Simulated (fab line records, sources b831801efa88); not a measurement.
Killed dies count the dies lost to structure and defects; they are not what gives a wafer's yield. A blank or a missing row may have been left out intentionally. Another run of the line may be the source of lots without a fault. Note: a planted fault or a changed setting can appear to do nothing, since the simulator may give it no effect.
Which tool is to blame?	flow gf180mcu	18 wafers from 6 lots sampled at 2 of the route's 602 steps

WHAT EACH GAUGE READ, for each wafer
GF_HV_LDD_CD_MEAS_31 targets a cd of 400 nm.
lot	measured	on	cd nm (nm)
L465	day 12 15:55	cd sem-01	398.4 400.8 397.5
L468	day 13 18:31	cd sem-02	400.5 400.5 401.9
L470	day 14 10:43	cd sem-02	401.1 402.3 401.3
L473	day 15 12:22	cd sem-01	398.4 399.9 399.9
L478	day 17 03:55	cd sem-01	405.5 403.5 404.9
L480	day 17 11:43	cd sem-01	387.3 384.7 387.3

WHAT TOOL EACH LOT RAN ON (gives the tool, then ch and the chambers of the sampled wafers, and finally the start)
lot	GF_HV_LDD_EXPOSE_28
L465	iline stepper-01 ch 0, day 12 06:29
L468	iline stepper-02 ch 0, day 13 08:55
L470	iline stepper-02 ch 0, day 14 00:41
L473	iline stepper-01 ch 0, day 15 01:55
L478	iline stepper-01 ch 0, day 16 16:18
L480	iline stepper-01 ch 0, day 17 00:22
- GF_HV_LDD_EXPOSE_28: exposes mask Nplus HV AREA, target cd 400 nm.

THE ANSWER, worked out from the rows above alone
Rule: the lots themselves supply what counts as usual. Put in order of their means at a reading, lots are off if they are a third of the lots or fewer, leave a main group of 4 or more, and stand apart from it by a gap of 3 or more times the standard deviation of the main group's means; of several such gaps the widest counts. The tables above print the reading to a certain number of digits; a main group whose means all agree to those digits is not used. A lot without any number at a reading at which 4 lots or more have one is off too. Any other lot the step has rows for is counted as sound.
Off at GF_HV_LDD_CD_MEAS_31 (cd nm): L480. For the main group the mean is 401.1 nm and the standard deviation 2.
If a tool, at a process step before that reading, ran all the lots that are off and no sound lot after the first of them, it fits. The gauges at GF_HV_LDD_CD_MEAS_31 are tried like those tools. Undecided on this evidence; 2 tools fit (iline stepper-01 at GF_HV_LDD_EXPOSE_28, cd sem-01 at GF_HV_LDD_CD_MEAS_31).

WHAT THE SIMULATOR HAD PUT IN
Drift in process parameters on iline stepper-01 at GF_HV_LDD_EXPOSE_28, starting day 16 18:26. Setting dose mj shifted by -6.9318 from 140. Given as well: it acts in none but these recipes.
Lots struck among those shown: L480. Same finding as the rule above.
